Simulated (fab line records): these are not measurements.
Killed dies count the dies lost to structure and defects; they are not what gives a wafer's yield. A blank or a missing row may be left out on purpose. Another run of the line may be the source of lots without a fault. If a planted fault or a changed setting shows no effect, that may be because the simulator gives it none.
Code-filled problem report in 8D (eight disciplines) form	flow gf180mcu	the parts of the form that need people (team, actions taken, sign-off) are left out

1. WHAT IS WRONG
Mean PASSIVATION_CVD_00_THK at GF_PASSIVATION_THK_MEAS_01: 908 nm over 4 wafers in 2 lots; fault-free wafers: 1001 nm, standard deviation 13. Relative to the usual mean, that is a shift of -7.1 standard deviations.
First observed at day 29 08:40: wafer L724.3, on film-metro-03. Wafers with a number at this step in the record: 17, from 6 lots. The rule behind "out" and "out of limits": a value lying over 4 standard deviations away from the usual mean. Any other wafer with a number is counted as sound.

2. WHAT IT IS, AND WHAT IT ISN'T
question	is	is not
which readings at this step	PASSIVATION_CVD_00_THK	-
which lots	L724, L728	L721, L722, L737, L742
which wafers of those lots	L724.3, L724.6, L728.3, L728.6	L724.2
read on which gauges	film-metro-02, film-metro-03	film-metro-01
when	from day 29 08:40	up to then (7 sound wafers); but 6 sound wafers of L737, L742 came after

3. THE SUSPECTS, EACH WITH WHAT RULES IT OUT
Counting: if a tool at a process step up to the reading ran every lot that is out, it stays a suspect. Sound lots after the first of them don't rule it out here, since some wafers of a struck lot are sound.
- ruled out: the gauge at GF_PASSIVATION_THK_MEAS_01. The wafers that are out were read on 2 gauges (film-metro-02, film-metro-03).
- plasma-asher-02 at GF_TOP_METAL_STRIP_17 (strips in O2/N2): kept. Ran every lot that is out, first one L724 (day 29 08:02); last sound lot up to then L722 (day 28 06:46).
- pecvd-01 at GF_PASSIVATION_CVD_00 (deposits SiO2 from TEOS, target thk 1000 nm, time 111.95 s): kept. Ran every lot that is out, first one L724 (day 29 08:35); last sound lot up to then L722 (day 28 07:20). Out on those wafers are its own readings of run-length-s.
- Within pecvd-01 at GF_PASSIVATION_CVD_00: the wafers that are out ran in chambers 0, 2; their sound lot-mates ran in chamber 1.
Remaining after the count are plasma-asher-02 at GF_TOP_METAL_STRIP_17 and pecvd-01 at GF_PASSIVATION_CVD_00.

4. THE CAUSE (what the simulator had put in)
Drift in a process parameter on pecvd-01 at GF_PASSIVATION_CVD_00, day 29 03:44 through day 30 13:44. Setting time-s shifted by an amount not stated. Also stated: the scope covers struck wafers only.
Of the 2 suspects that counting leaves, this tool is one.

5. SEQUENCE OF EFFECTS, ordered by route
One row per reading whose mean, taken over the struck wafers that have a number, lies over 3 standard deviations from the usual. Scope: only readings with a usual standard deviation given in the record; hours: median across lots of the time from each lot's start at the first step in this table that gives one to its start at this step; sigmas: change in usual standard deviations.
hours	step	reading	usual	on struck wafers	change	sigmas
0	GF_PASSIVATION_CVD_00	run-length-s	139.6 s	130.0	-9.6	-22
0	GF_PASSIVATION_THK_MEAS_01	PASSIVATION_CVD_00_THK	1001 nm	908	-93	-7.1
Process steps it contains:
- GF_PASSIVATION_CVD_00: deposits SiO2 from TEOS, target thk 1000 nm, time 111.95 s.
Readings that are blank on the struck wafers while sound wafers have them: rf-fwd-power-W at GF_PASSIVATION_CVD_00.

6. HOW IT WOULD HAVE BEEN CAUGHT EARLIER
5 hours passed between the start of the fault at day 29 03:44 and the first reading out of limits at a measuring or inspecting step in this record, taken at day 29 08:40.
At GF_PASSIVATION_CVD_00, the tool's own readings (run-length-s) were out on each struck wafer the step has a row for, so an alarm limit on them would have fired on the first such wafer.
Lots out: 2; of these, L728 started GF_PASSIVATION_CVD_00 on pecvd-01 after day 29 08:40. A tool hold placed at that time would have kept it from harm.
